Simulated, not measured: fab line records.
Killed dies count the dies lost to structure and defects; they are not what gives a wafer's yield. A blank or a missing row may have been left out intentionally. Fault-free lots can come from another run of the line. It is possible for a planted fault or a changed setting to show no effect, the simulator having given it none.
Matching of chambers :: flow sky130 :: hdpcvd-01 running SKY_FIELD_ISO_CVD_24: 3 sister chambers
The step deposits SiO2, target thk 595 nm, time 99.2 s. 6 wafers are shown with their chamber, then 9 later ones without.

## WAFERS, EACH WITH ITS CHAMBER
wafer: L675.3
chamber: 2
pressure_mtorr (mTorr): 6.002

wafer: L677.3
chamber: 1
pressure_mtorr (mTorr): 6.022

wafer: L677.4
chamber: 2
pressure_mtorr (mTorr): 5.994

wafer: L678.3
chamber: 0
pressure_mtorr (mTorr): 5.991

wafer: L678.4
chamber: 1
pressure_mtorr (mTorr): 6.048

wafer: L678.5
chamber: 0
pressure_mtorr (mTorr): 5.992

## WAFERS WITHOUT THEIR CHAMBER
wafer: L679.2
pressure_mtorr (mTorr): 6.010

wafer: L679.4
pressure_mtorr (mTorr): 5.990

wafer: L679.6
pressure_mtorr (mTorr): 6.001

wafer: L682.2
pressure_mtorr (mTorr): 5.989

wafer: L682.3
pressure_mtorr (mTorr): 6.002

wafer: L682.4
pressure_mtorr (mTorr): 6.009

wafer: L684.1
pressure_mtorr (mTorr): 6.001

wafer: L684.2
pressure_mtorr (mTorr): 5.981

wafer: L684.6
pressure_mtorr (mTorr): 5.976

## EACH ONE'S CHAMBER
wafer: L679.2
from the rows above: can't be placed: 2 or 0 or 1
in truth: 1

wafer: L679.4
from the rows above: can't be placed: 0 or 2
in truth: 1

wafer: L679.6
from the rows above: can't be placed: 2 or 0
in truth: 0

wafer: L682.2
from the rows above: can't be placed: 0 or 2
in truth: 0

wafer: L682.3
from the rows above: can't be placed: 2 or 0
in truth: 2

wafer: L682.4
from the rows above: can't be placed: 2 or 0 or 1
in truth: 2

wafer: L684.1
from the rows above: can't be placed: 2 or 0
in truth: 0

wafer: L684.2
from the rows above: can't be placed: 0 or 2
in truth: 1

wafer: L684.6
from the rows above: can't be placed: 0 or 2
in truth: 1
Placed correctly: 0 of 9. Cannot be placed on the basis of these rows: 9; the candidates contain the true chamber in 6. 0 placed wrongly.
How it was worked out, from the rows above alone: a wafer's distance from a chamber is the root of the sum, over the readings, of the square of ((its reading less the chamber's mean) divided by the reading's scatter). If the next closest chamber is less than 2 further off than the closest, the wafer can't be placed; otherwise it belongs to the closest. Each chamber's mean is taken over the wafers shown for it. The scatter: take each reading less its chamber's mean, square it, sum over the shown wafers, divide by the number of wafers less the number of chambers, and take the root.
